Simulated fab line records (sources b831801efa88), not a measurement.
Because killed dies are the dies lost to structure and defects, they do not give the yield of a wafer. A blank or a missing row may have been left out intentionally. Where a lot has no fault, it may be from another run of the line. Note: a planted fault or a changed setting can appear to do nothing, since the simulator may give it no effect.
A struck lot beside a sound one | flow sky130 | 14 out of 708 route steps
Sound: wafers L322.3, L322.4, L322.5. The struck wafers were L333.4, L333.5, L333.6. At the end, the cause is stated.
Each step with rows lists, per side, the tool, then ch with its chambers, then its first start. Under that, the readings that differ: sound wafers | struck wafers | difference of the means | sigmas: that difference in standard deviations of wafers without a fault.
alike: readings with means less than 2 such deviations apart, plus words and numbers identical on both sides. not compared: withheld readings, readings lacking a value on some wafer, bounds such as >300 that could conceal the same value, and numbers that have no deviation in the record and whose values overlap.
Wherever a step has rows on one side only, a row that says differs or no value, or a row with sigmas, the two part there. Numbers that don't overlap but have no deviation are shown without sigmas and don't part them. A reading missing from all wafers of one side parts the sides only when that side holds two or more wafers.

first, 2 steps without rows for these wafers: SKY_VIA3_CLEAN_18 (cleans in IPA, time 180 s); SKY_VIA3_CLEAN_19 (cleans in O3/DIW).
SKY_VIA3_SPUTTER_20: material TiN, target thk 20 nm, time 80 s.
  struck on pvdSputter-01, day 45 06:26; sound on pvdSputter-01, day 41 08:19
  alike: throttleValvePct
SKY_VIA3_CVD_21: deposits W, target thk 390 nm, time 117.31 s.
  sound on cvdW-02 ch 0,1, day 41 08:25; struck on cvdW-02 ch 0,1, day 45 06:33
  alike: chamberPressureTorr, heaterPowerOuterW, heaterPowerW
  not compared: sinceWetCleanH
SKY_VIA3_RS_MEAS_22: uses a four-point probe to measure.
  struck on filmMetro-03, day 45 06:41; sound on filmMetro-01, day 41 08:32
  alike: VIA3_W_RS
SKY_VIA3_THK_MEAS_23: measures by xrf.
  struck on filmMetro-03, day 45 06:47; sound on filmMetro-01, day 41 08:38
reading         | sound       | struck      | difference | sigmas
VIA3_W_THK (nm) | 394 383 383 | 402 403 402 | +16        | +3
SKY_VIA3_CMP_24: polishes, stops on SiO2, t overpolish 20 s, target thk 0 nm.
  sound on cmp-02 ch 0,1,2, day 41 08:43; struck on cmp-01 ch 1,2, day 45 06:55
  alike: motorCurrentA, overpolishRunS, timeToEndpointS
then, 1 step without rows for these wafers: SKY_METAL4_SPUTTER_00 (material Ti, target thk 15 nm, time 10 s).
SKY_METAL4_SPUTTER_01: material TiN, target thk 20 nm, time 16.7 s.
  struck on pvdSputter-01, day 45 07:11; sound on pvdSputter-04, day 41 09:00
  alike: throttleValvePct
SKY_METAL4_SPUTTER_02: material AlCu, target thk 735 nm, time 39.1 s.
  struck on pvdSputter-01, day 45 07:13; sound on pvdSputter-04, day 41 09:01
  alike: throttleValvePct
then, 2 steps without rows for these wafers: SKY_METAL4_SPUTTER_03 (material Ti, target thk 5 nm, time 3.3 s); SKY_METAL4_SPUTTER_04 (material TiN, target thk 70 nm, time 58.3 s).
SKY_CAP2M_CVD_00: deposits SiO2, target thk 15.5 nm.
  sound on pecvd-02 ch 0,2, day 41 09:08; struck on pecvd-02 ch 0,1,2, day 45 07:20
  no value came back on the struck wafers for heaterPowerOuterW (W), heaterPowerW (W); on the sound wafers heaterPowerOuterW (W) reads 436 362 365
next, for these wafers, 1 step has no rows: SKY_PAD_OPEN_PROBE_99.

== WHERE THEY PART ==
First at SKY_VIA3_THK_MEAS_23; last, within this record, at SKY_CAP2M_CVD_00.

WHY: whatever the simulator had introduced
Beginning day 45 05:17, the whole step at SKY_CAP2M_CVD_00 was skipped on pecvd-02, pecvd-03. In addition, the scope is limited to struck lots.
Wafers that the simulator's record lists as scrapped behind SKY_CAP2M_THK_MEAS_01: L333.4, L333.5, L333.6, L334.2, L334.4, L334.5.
